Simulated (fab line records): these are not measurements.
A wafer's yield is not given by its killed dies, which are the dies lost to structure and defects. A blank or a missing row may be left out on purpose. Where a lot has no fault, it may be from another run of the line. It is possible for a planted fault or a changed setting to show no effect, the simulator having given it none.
The same fault as seen by 2 desks | flow gf180mcu | numbers are kept per desk, each desk with only its own; the story behind them comes last

DESK OF THE TOOL OWNER: wet bench-01
The tool's own readings at GF_STI_WET_ETCH_28 (etches SiO2 in dHF, target depth 20 nm, time 40 s): means of the sampled wafers that have a number, for each lot that ran on this tool. The brackets show how far a lot's mean lies from the usual mean; more than 4 standard deviations puts the lot out of limits, marked OUT.
Columns: A = run length s at GF_STI_WET_ETCH_28, usual 67.7 s
lot  | first seen here | A
L563 | day 2 20:05     | 72.5
L564 | day 3 02:49     | 65.9
L572 | day 4 18:26     | 51.6 (-5.6) OUT
L574 | day 5 04:13     | 44.9 (-7.9) OUT
L575 | day 5 10:18     | 45.4 (-7.7) OUT
This desk's verdict: out of limits on L572, L574, L575, starting with L572 at day 4 18:26 (run length s at GF_STI_WET_ETCH_28). L563, L564: within limits.

THE METROLOGY DESK
What the gauges read for every lot (on any tool): the sampled wafers with a number, averaged. The brackets show how far a lot's mean lies from the usual mean; more than 4 standard deviations puts the lot out of limits, marked OUT.
Columns: A = STI_OXIDATION_01_THK at GF_STI_THK_MEAS_22, usual 15.01 nm; B = STI_CVD_23_THK at GF_STI_THK_MEAS_24, usual 651 nm; C = STI_OXIDATION_02_THK at GF_STI_THK_MEAS_30, usual 9.98 nm; D = DNWELL_TW at GF_DNWELL_TW_MEAS_09, usual 1363; E = NWELL_OVL at GF_NWELL_OVL_MEAS_07, usual -0.2 nm; F = NWELL_TW at GF_NWELL_TW_MEAS_11, usual 1569
lot  | first seen here | A     | B   | C     | D    | E    | F
L563 | day 2 19:01     | 15.11 | 662 | 9.97  | 1391 | -2.1 | 1560
L564 | day 3 01:43     | 15.06 | 656 | 10.02 | 1332 | 0.9  | 1567
L572 | day 4 17:19     | 14.90 | 663 | 9.90  | 1351 | 0.9  | 1577
L573 | day 4 23:10     | 15.22 | 638 | 10.08 | 1349 | -0.7 | 1578
L574 | day 5 03:04     | 15.20 | 644 | 9.55  | 1351 | 1.1  | 1566
L575 | day 5 09:14     | 15.08 | 661 | 9.92  | 1344 | -0.4 | 1571
L583 | day 7 03:03     | 14.89 | 654 | 10.19 | 1344 | -2.7 | 1561
Result from this desk: across the 7 lots, nothing is out of limits.

PUT TOGETHER
On L572, L574, L575, at day 4 18:26, an alarm was possible from the tool owner's desk.
Metrology desk: nothing out of limits seen.
The metrology desk holds a record of L572, L574, L575, inside its limits.
GF_STI_WET_ETCH_28 was run on wet bench-01 by each of the lots named.

WHAT HAD BEEN PUT IN BY THE SIMULATOR
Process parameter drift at GF_STI_WET_ETCH_28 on wet bench-01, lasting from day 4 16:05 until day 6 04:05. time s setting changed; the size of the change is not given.
Shown lots that were struck: L572, L574, L575.
Each desk's first reading out of limits, in hours after the fault started: the tool owner's desk, 2.
